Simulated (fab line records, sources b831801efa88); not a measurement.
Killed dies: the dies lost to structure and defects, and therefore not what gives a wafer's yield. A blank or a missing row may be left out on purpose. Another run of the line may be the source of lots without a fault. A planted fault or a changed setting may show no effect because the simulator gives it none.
Matching of chambers + flow gf180mcu + 4 sister chambers for GF_V5_CMP_26 on cmp-01
The step polishes, stops on SiO2, t overpolish 15 s, target thk 0 nm. 36 wafers are shown with their chamber, then 12 later ones without.

== WAFERS WITH THEIR CHAMBER ==
| wafer  | chamber | motor-current-A (A) | time-to-endpoint-s (s) | overpolish-run-s (s) |
|--------|---------|---------------------|------------------------|----------------------|
| L076.3 | 1       | 13.2                | 88                     | 14.998               |
| L076.4 | 3       | 10.6                | 89                     | 14.996               |
| L076.5 | 3       | 10.9                | 91                     | 15.004               |
| L078.1 | 0       | 9.9                 | 88                     | 15.005               |
| L078.5 | 1       | 13.7                | 81                     | 15.000               |
| L078.6 | 0       | 9.9                 | 89                     | 15.008               |
| L078.2 | 1       | 13.6                | 84                     | 15.002               |
| L078.3 | 2       | 9.9                 | 83                     | 15.004               |
| L078.4 | 3       | 11.0                | 85                     | 15.010               |
| L079.1 | 0       | 10.5                | 88                     | 14.998               |
| L079.2 | 3       | 10.7                | 82                     | 15.001               |
| L079.5 | 2       | 9.5                 | 84                     | 14.992               |
| L082.4 | 0       | 10.1                | 87                     | 15.003               |
| L082.5 | 1       | 13.5                | 86                     | 14.982               |
| L082.6 | 0       | 10.1                | 85                     | 14.987               |
| L087.1 | 2       | 9.7                 | 84                     | 15.009               |
| L087.3 | 0       | 10.1                | 84                     | 15.006               |
| L087.5 | 1       | 14.2                | 80                     | 15.001               |
| L088.1 | 2       | 10.0                | 87                     | 15.012               |
| L088.3 | 0       | 10.0                | 86                     | 15.003               |
| L088.5 | 2       | 9.8                 | 86                     | 15.005               |
| L090.1 | 0       | 9.9                 | 89                     | 14.990               |
| L090.3 | 3       | 10.2                | 88                     | 15.008               |
| L090.6 | 0       | 10.1                | 85                     | 14.987               |
| L091.2 | 2       | 9.8                 | 82                     | 15.002               |
| L091.3 | 1       | 13.5                | 85                     | 14.995               |
| L091.5 | 2       | 9.4                 | 85                     | 15.013               |
| L091.1 | 0       | 10.1                | 90                     | 15.002               |
| L091.4 | 3       | 11.1                | 88                     | 14.988               |
| L091.6 | 1       | 13.4                | 81                     | 15.005               |
| L092.2 | 0       | 10.4                | 87                     | 15.007               |
| L092.3 | 3       | 10.8                | 87                     | 15.000               |
| L092.4 | 1       | 13.9                | 85                     | 14.990               |
| L093.2 | 3       | 11.1                | 88                     | 15.010               |
| L093.3 | 0       | 9.7                 | 85                     | 14.992               |
| L093.4 | 1       | 13.8                | 83                     | 14.990               |

SIGNATURES (means of the wafers above)
| reading            | chamber 0 | chamber 1 | chamber 2 | chamber 3 | scatter within a chamber |
|--------------------|-----------|-----------|-----------|-----------|--------------------------|
| motor-current-A    | 10.067    | 13.644    | 9.729     | 10.800    | 0.259                    |
| time-to-endpoint-s | 86.92     | 83.67     | 84.43     | 87.25     | 2.28                     |
| overpolish-run-s   | 14.99900  | 14.99589  | 15.00529  | 15.00212  | 0.00757                  |
Rule: for each reading, subtract the chamber's mean from the wafer's reading, divide by that reading's scatter and square the result; add these up over the readings and take the root, which gives the wafer's distance from the chamber. If the next closest chamber is less than 2 further off than the closest, the wafer can't be placed; otherwise it belongs to the closest. The scatter: take each reading less its chamber's mean, square it, sum over the shown wafers, divide by the number of wafers less the number of chambers, and take the root.

== WAFERS MISSING THEIR CHAMBER ==
| wafer  | motor-current-A (A) | time-to-endpoint-s (s) | overpolish-run-s (s) |
|--------|---------------------|------------------------|----------------------|
| L093.1 | 9.6                 | 84                     | 14.986               |
| L093.5 | 9.9                 | 85                     | 15.001               |
| L093.6 | 10.8                | 83                     | 14.992               |
| L095.1 | 9.5                 | 90                     | 14.981               |
| L095.5 | 11.1                | 93                     | 14.989               |
| L095.6 | 9.3                 | 88                     | 14.999               |
| L096.1 | 10.1                | 90                     | 15.003               |
| L096.4 | 10.9                | 86                     | 15.013               |
| L096.5 | 13.9                | 88                     | 14.999               |
| L097.1 | 9.3                 | 89                     | 15.000               |
| L097.5 | 10.4                | 87                     | 15.011               |
| L097.6 | 10.4                | 86                     | 14.995               |

== EACH ONE'S CHAMBER ==
| wafer  | from the rows above          | in truth |
|--------|------------------------------|----------|
| L093.1 | can't be placed: 2 or 0      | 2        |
| L093.5 | can't be placed: 2 or 0      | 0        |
| L093.6 | can't be placed: 3 or 0      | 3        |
| L095.1 | can't be placed: 0 or 2      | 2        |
| L095.5 | can't be placed: 3 or 0      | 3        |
| L095.6 | can't be placed: 2 or 0      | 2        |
| L096.1 | can't be placed: 0 or 2 or 3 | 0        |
| L096.4 | 3                            | 3        |
| L096.5 | 1                            | 1        |
| L097.1 | can't be placed: 2 or 0      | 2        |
| L097.5 | can't be placed: 3 or 0 or 2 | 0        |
| L097.6 | can't be placed: 0 or 3 or 2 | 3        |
Correctly placed: 2 of 12. From these rows, 10 cannot be placed; in 10 the true chamber is one of the candidates. 0 placed wrongly.
